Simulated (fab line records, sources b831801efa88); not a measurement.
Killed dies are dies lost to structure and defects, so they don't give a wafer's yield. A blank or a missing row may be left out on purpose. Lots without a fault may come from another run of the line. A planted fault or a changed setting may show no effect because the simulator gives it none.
A struck lot beside a sound one | flow sky130 | 14 steps out of a route of 708
Sound: wafers L601.3, L601.4, L601.6. Struck: wafers L615.2, L615.3, L615.6. The cause comes at the end.
At each step with rows: each side's tool, then ch and its chambers, then its first start. Under that, the readings that differ: sound wafers | struck wafers | difference of the means | sigmas: that difference in standard deviations of wafers without a fault.
alike: readings whose means differ by less than 2 such deviations, and words and numbers that are the same on both sides. not compared: withheld readings, readings that some wafer has no value for, bounds like >300 that may hide the same value, and numbers for which the record gives no deviation and whose values overlap.
The two part at a step that has a row with sigmas, a row that says differs or no value, or rows on one side only. Numbers that don't overlap but have no deviation are shown without sigmas and don't part them. A reading that every wafer of one side lacks parts them only if that side has two wafers or more.

SKY_FIELD_ISO_BOW_MEAS_00:
  sound on film_metro-01, day 1 20:02; struck on film_metro-02, day 4 18:01
  alike: INCOMING_BOW
then, 1 step without rows for these wafers: SKY_FIELD_ISO_OXIDATION_01 (stabilise 600 s, purge 300 s, target thk 12 nm).
SKY_FIELD_ISO_THK_MEAS_02:
  sound on film_metro-01, day 1 22:48; struck on film_metro-01, day 4 21:53
  alike: FIELD_ISO_OXIDATION_00_THK
then, 1 step without rows for these wafers: SKY_FIELD_ISO_CVD_03 (deposits Si3N4 from DCS/NH3, target thk 165 nm, time 2830 s).
SKY_FIELD_ISO_THK_MEAS_04:
  sound on film_metro-01, day 2 01:44; struck on film_metro-01, day 5 00:34
  alike: FIELD_ISO_CVD_03_THK
then, 7 steps without rows for these wafers: SKY_FIELD_ISO_DEHYDRATE_05 (time 60 s); SKY_FIELD_ISO_HMDS_06 (prime time 60 s); SKY_FIELD_ISO_COAT_07 (resist thk 60 nm); SKY_FIELD_ISO_COAT_08 (resist thk 450 nm); SKY_FIELD_ISO_SOFTBAKE_09 (time 90 s); SKY_FIELD_ISO_EXPOSE_10 (exposes mask FOM, target cd 150 nm); SKY_FIELD_ISO_PEB_11.
SKY_FIELD_ISO_DEVELOP_12: develop time 60 s.
  sound on litho_track-04 ch 0, day 2 16:00; struck on litho_track-03, day 5 17:00
  no value came back on the struck wafers for chill_plate_temp_C (C), develop_time_s (s); on the sound wafers chill_plate_temp_C (C) reads 22.98 23.01 22.87
  reading                                          | sound           | struck            | difference | sigmas
  model.KrF-thick_of_FIELD_ISO_COAT_08.thk_nm (nm) | 435 433.4 433.8 | 449.9 449.1 449.3 | +15.4      |
SKY_FIELD_ISO_CD_MEAS_13: target cd 150 nm.
  sound on cd_sem-02, day 2 16:32; struck on cd_sem-01, day 5 17:43
  reading    | sound             | struck | difference                    | sigmas
  cd_nm (nm) | 151.1 150.7 151.4 | - - -  | no value on the struck wafers |

WHERE THEY PART
First at SKY_FIELD_ISO_DEVELOP_12; last, within this record, at SKY_FIELD_ISO_CD_MEAS_13.

WHY: what the simulator had put in
Skipped step whole: litho_track-03, from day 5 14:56 on, at SKY_FIELD_ISO_DEVELOP_12. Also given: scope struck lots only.
